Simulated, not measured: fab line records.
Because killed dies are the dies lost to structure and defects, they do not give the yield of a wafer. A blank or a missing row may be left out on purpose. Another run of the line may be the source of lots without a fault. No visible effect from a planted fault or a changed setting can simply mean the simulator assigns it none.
Which tool did it? ; flow sfq_line ; 44 wafers from 15 lots sampled at 7 of the route's 325 steps

== WHAT EACH GAUGE READ, for each wafer ==
SFQ_L0_RS_MEAS_901: measurement is done with a four-point probe.
lot;measured;on;L0_MONX_KI_RS (ohm/sq)
L761;day 1 12:34;film_metro-03;44.5 44.1 44.2
L762;day 1 17:34;film_metro-03;43.3 43.7 43.3
L763;day 1 22:35;film_metro-01;44.4 44.2 43.9
L767;day 2 18:36;film_metro-03;43.2 43.0 43.1
L771;day 3 14:34;film_metro-04;66.1 42.6 43.4 66.2 42.6 43.3
L772;day 3 19:38;film_metro-04;65.6 43.3 65.7 43.4
L775;day 4 10:35;film_metro-03;43.0 42.9 65.2 43.0 42.9 65.2
L776;day 4 15:35;film_metro-04;43.3 43.7 43.3
L777;day 4 20:34;film_metro-01;43.0 43.3 43.1
L779;day 5 06:34;film_metro-03;43.8 43.8 44.2
L780;day 5 11:34;film_metro-03;43.8 44.2 43.7
L781;day 5 16:34;film_metro-04;43.7 43.7 43.4
L782;day 5 21:34;film_metro-04;44.0 43.9 44.0
L783;day 6 02:35;film_metro-03;43.1 43.3 43.4
L784;day 6 07:35;film_metro-03;43.3 43.7 43.7

SFQ_L0_THK_MEAS_902: measures by xrf.
lot;measured;on;L0_MONX_KI_THK (nm)
L761;day 1 12:41;film_metro-03;37.8 37.9 38.3
L762;day 1 17:41;film_metro-03;38.8 38.7 38.8
L763;day 1 22:41;film_metro-01;38.0 38.2 38.3
L767;day 2 18:42;film_metro-03;39.0 39.2 39.2
L771;day 3 17:25;film_metro-04;25.4 39.3 38.9 25.5 39.7 39.0
L772;day 4 01:17;film_metro-04;25.5 38.9 25.6 38.7
L775;day 4 13:59;film_metro-03;39.3 39.4 25.8 39.3 39.5 26.1
L776;day 4 15:41;film_metro-04;38.7 38.3 38.7
L777;day 4 20:41;film_metro-01;39.5 39.1 39.2
L779;day 5 06:41;film_metro-03;38.7 38.7 38.7
L780;day 5 11:41;film_metro-03;38.8 38.4 39.4
L781;day 5 16:41;film_metro-04;38.0 38.0 38.6
L782;day 5 21:41;film_metro-04;38.1 38.1 37.9
L783;day 6 02:41;film_metro-03;39.1 39.2 39.4
L784;day 6 07:41;film_metro-03;39.4 38.8 39.0

SFQ_R5_OVL_MEAS_935.
lot;measured;on;R5_OVL (nm)
L761;day 59 07:26;overlay-01;0 -9 0
L762;day 59 09:50;overlay-01;-5 -2 -2
L763;day 59 12:15;overlay-01;-5 -1 -2
L767;day 60 17:44;overlay-02;-1 -5 -3
L771;day 61 06:55;overlay-02;-11 -10 -4
L772;day 61 11:11;overlay-02;-1 -4
L775;day 68 06:10;overlay-01;2 4 -2
L776;day 68 07:22;overlay-01;-6 -1 -4
L777;day 68 08:33;overlay-01;-7 0 -2
L779;day 68 15:45;overlay-01;-3 -5 -9
L780;day 68 16:57;overlay-01;-8 -6 1
L781;day 70 04:58;overlay-01;-6 1 -2
L782;day 70 10:58;overlay-01;4 -1 9
L783;day 70 13:22;overlay-01;7 8 5
L784;day 70 22:37;overlay-02;4 4 -4

== TOOL THAT RAN EACH LOT (tool first, then ch and the chambers of the sampled wafers, then the start) ==
lot;SFQ_TRILAYER_L0_DEP_SPUTTER_003;SFQ_TRILAYER_L0_ETCH_METAL_ETCH_008;SFQ_TRILAYER_M4_STRIP_STRIP_097;SFQ_TRILAYER_I4_DEP_PECVD_099
L761;pvd_sputter-06, day 1 12:29;rie_metal-04 ch 1, day 2 02:32;rie_metal-04 ch 0, day 40 05:53;pecvd-02 ch 0,1, day 40 07:16
L762;pvd_sputter-05, day 1 17:29;rie_metal-02 ch 0,1, day 2 06:05;rie_metal-03 ch 0,1, day 40 06:54;pecvd-01 ch 0,1,2, day 40 07:40
L763;pvd_sputter-05, day 1 22:29;rie_metal-02 ch 0,1, day 2 10:53;rie_metal-02 ch 0,1, day 40 08:06;pecvd-02 ch 0,1,2, day 40 08:52
L767;pvd_sputter-04, day 2 18:29;rie_metal-04 ch 0,1, day 3 08:29;rie_metal-04 ch 0,1, day 42 11:15;pecvd-04 ch 1,2, day 42 11:52
L771;pvd_sputter-04, day 3 14:29;rie_metal-01 ch 0,1, day 4 02:29;rie_metal-04 ch 0,1, day 42 21:38;pecvd-01 ch 0,2, day 42 22:25
L772;pvd_sputter-04, day 3 19:32;rie_metal-04 ch 0,1, day 4 11:20;rie_metal-03 ch 0,1, day 42 23:14;pecvd-04 ch 1,2, day 42 23:40
L775;pvd_sputter-04, day 4 10:29;rie_metal-01 ch 0,1, day 5 02:54;rie_metal-04 ch 0,1, day 51 18:09;pecvd-02 ch 0,2, day 51 18:56
L776;pvd_sputter-06, day 4 15:29;rie_metal-01 ch 0,1, day 5 08:54;rie_metal-04 ch 0,1, day 52 01:25;pecvd-02 ch 0,1, day 52 02:11
L777;pvd_sputter-06, day 4 20:29;rie_metal-02 ch 0,1, day 5 12:30;rie_metal-03 ch 0,1, day 52 11:07;pecvd-04 ch 0,2, day 52 11:53
L779;pvd_sputter-05, day 5 06:29;rie_metal-01 ch 0,1, day 5 23:18;rie_metal-04 ch 0,1, day 55 01:52;pecvd-02 ch 0,1,2, day 55 02:38
L780;pvd_sputter-05, day 5 11:29;rie_metal-02 ch 0,1, day 6 01:42;rie_metal-03 ch 1, day 55 23:39;pecvd-02 ch 0,1, day 56 01:01
L781;pvd_sputter-05, day 5 16:29;rie_metal-01 ch 0,1, day 6 07:42;rie_metal-02 ch 0, day 56 11:39;pecvd-01 ch 0,2, day 56 13:01
L782;pvd_sputter-06, day 5 21:29;rie_metal-02 ch 0,1, day 6 19:45;rie_metal-02 ch 0, day 56 15:15;pecvd-01 ch 0,2, day 56 16:48
L783;pvd_sputter-06, day 6 02:29;rie_metal-04 ch 0, day 6 23:21;rie_metal-04 ch 0,1, day 56 16:16;pecvd-04 ch 0,2, day 56 17:02
L784;pvd_sputter-05, day 6 07:29;rie_metal-01 ch 0,1, day 7 07:45;rie_metal-04 ch 0,1, day 56 18:40;pecvd-02 ch 1,2, day 56 19:37
- SFQ_TRILAYER_L0_DEP_SPUTTER_003: material MoNx KI, target thk 40 nm, time 100 s.
- SFQ_TRILAYER_L0_ETCH_METAL_ETCH_008: etches MoNx KI in SF6/O2, stops on SiO2, target depth 50 nm, time 25 s.
- SFQ_TRILAYER_M4_STRIP_STRIP_097: strips in O2.
- SFQ_TRILAYER_I4_DEP_PECVD_099: deposits SiO2 from SiH4/N2O, time 111.11 s, target thk 500 nm.

== AS READ BY THE TOOLS THEMSELVES (means over the sampled wafers that have a number; for cases with no such wafer, the mark the record gives instead) ==
SFQ_TRILAYER_L0_DEP_SPUTTER_003.
lot;tool;throttle_valve_pct (%)
L761;pvd_sputter-06;29.7
L762;pvd_sputter-05;30.1
L763;pvd_sputter-05;29.5
L767;pvd_sputter-04;30.7
L771;pvd_sputter-04;30.1
L772;pvd_sputter-04;30.0
L775;pvd_sputter-04;30.7
L776;pvd_sputter-06;30.6
L777;pvd_sputter-06;29.8
L779;pvd_sputter-05;29.6
L780;pvd_sputter-05;29.7
L781;pvd_sputter-05;29.4
L782;pvd_sputter-06;29.0
L783;pvd_sputter-06;30.3
L784;pvd_sputter-05;30.4

SFQ_TRILAYER_L0_ETCH_METAL_ETCH_008.
lot;tool;drypump_motor_current_A (A);oes_product_au (a.u.)
L761;rie_metal-04;5.0;0.860
L762;rie_metal-02;5.9;0.876
L763;rie_metal-02;5.9;0.865
L767;rie_metal-04;5.2;0.886
L771;rie_metal-01;5.9;0.820
L772;rie_metal-04;5.1;0.791
L775;rie_metal-01;5.9;0.824
L776;rie_metal-01;5.9;0.875
L777;rie_metal-02;5.9;0.875
L779;rie_metal-01;5.9;0.869
L780;rie_metal-02;6.2;0.869
L781;rie_metal-01;5.9;0.870
L782;rie_metal-02;6.1;0.863
L783;rie_metal-04;5.3;0.875
L784;rie_metal-01;5.7;0.873

SFQ_TRILAYER_M4_STRIP_STRIP_097.
lot;tool;drypump_motor_current_A (A);oes_product_au (a.u.)
L761;rie_metal-04;5.2;1.008
L762;rie_metal-03;5.6;1.004
L763;rie_metal-02;6.2;1.001
L767;rie_metal-04;5.1;1.000
L771;rie_metal-04;5.1;1.001
L772;rie_metal-03;5.5;0.994
L775;rie_metal-04;5.2;1.013
L776;rie_metal-04;5.2;1.005
L777;rie_metal-03;5.6;0.999
L779;rie_metal-04;5.2;1.011
L780;rie_metal-03;5.0;1.000
L781;rie_metal-02;6.5;0.995
L782;rie_metal-02;6.4;1.000
L783;rie_metal-04;5.2;1.008
L784;rie_metal-04;5.1;1.002

SFQ_TRILAYER_I4_DEP_PECVD_099.
lot;tool;heater_power_w (W);susceptor_temp_C (C);throttle_valve_pct (%)
L761;pecvd-02;94;150.09;24.1
L762;pecvd-01;78;149.99;26.8
L763;pecvd-02;94;149.99;24.0
L767;pecvd-04;100;150.07;22.9
L771;pecvd-01;77;150.03;26.3
L772;pecvd-04;98;150.10;23.2
L775;pecvd-02;89;150.14;24.6
L776;pecvd-02;98;150.11;25.2
L777;pecvd-04;97;150.05;24.1
L779;pecvd-02;92;150.02;25.3
L780;pecvd-02;102;150.01;25.8
L781;pecvd-01;79;149.98;22.5
L782;pecvd-01;82;149.99;22.5
L783;pecvd-04;94;150.18;24.3
L784;pecvd-02;87;149.84;24.9

== THE ANSWER, worked out from the rows above alone ==
Rule: usual is defined by the lots themselves. Put in order of their means at a reading, lots are off if they are a third of the lots or fewer, leave a main group of 4 or more, and stand apart from it by a gap of 3 or more times the standard deviation of the main group's means; of several such gaps the widest counts. Not used: any main group whose means are identical at the precision the tables above print for the reading. A lot without any number at a reading at which 4 lots or more have one is off too. All remaining lots with rows at the step are treated as sound. The gauges are gone through in route order, then the tools' own readings, and for those a lot's mean is taken as printed above. The first step at which some lot is off is used, and at that step the reading that is off furthest; a lot without a number counts as furthest.
Off: at SFQ_L0_RS_MEAS_901 (L0_MONX_KI_RS), L771, L772, L775. Mean 43.6 ohm/sq and standard deviation 0.38 in the main group.
If a tool, at a process step before that reading, ran all the lots that are off and no sound lot after the first of them, it fits. The gauges at SFQ_L0_RS_MEAS_901 aren't tried: what is off there is off at SFQ_TRILAYER_L0_ETCH_METAL_ETCH_008 too, on other tools, and a gauge's error can't cause that. One fits: SFQ_TRILAYER_L0_DEP_SPUTTER_003 on pvd_sputter-04. Its last sound lot is L767 (day 2 18:29), its first lot that is off L771 (day 3 14:29): a fault that began between those two fits.

== WHAT WAS PUT IN BY THE SIMULATOR ==
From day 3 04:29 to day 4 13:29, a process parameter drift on pvd_sputter-04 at SFQ_TRILAYER_L0_DEP_SPUTTER_003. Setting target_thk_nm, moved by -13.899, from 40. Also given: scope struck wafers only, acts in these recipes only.
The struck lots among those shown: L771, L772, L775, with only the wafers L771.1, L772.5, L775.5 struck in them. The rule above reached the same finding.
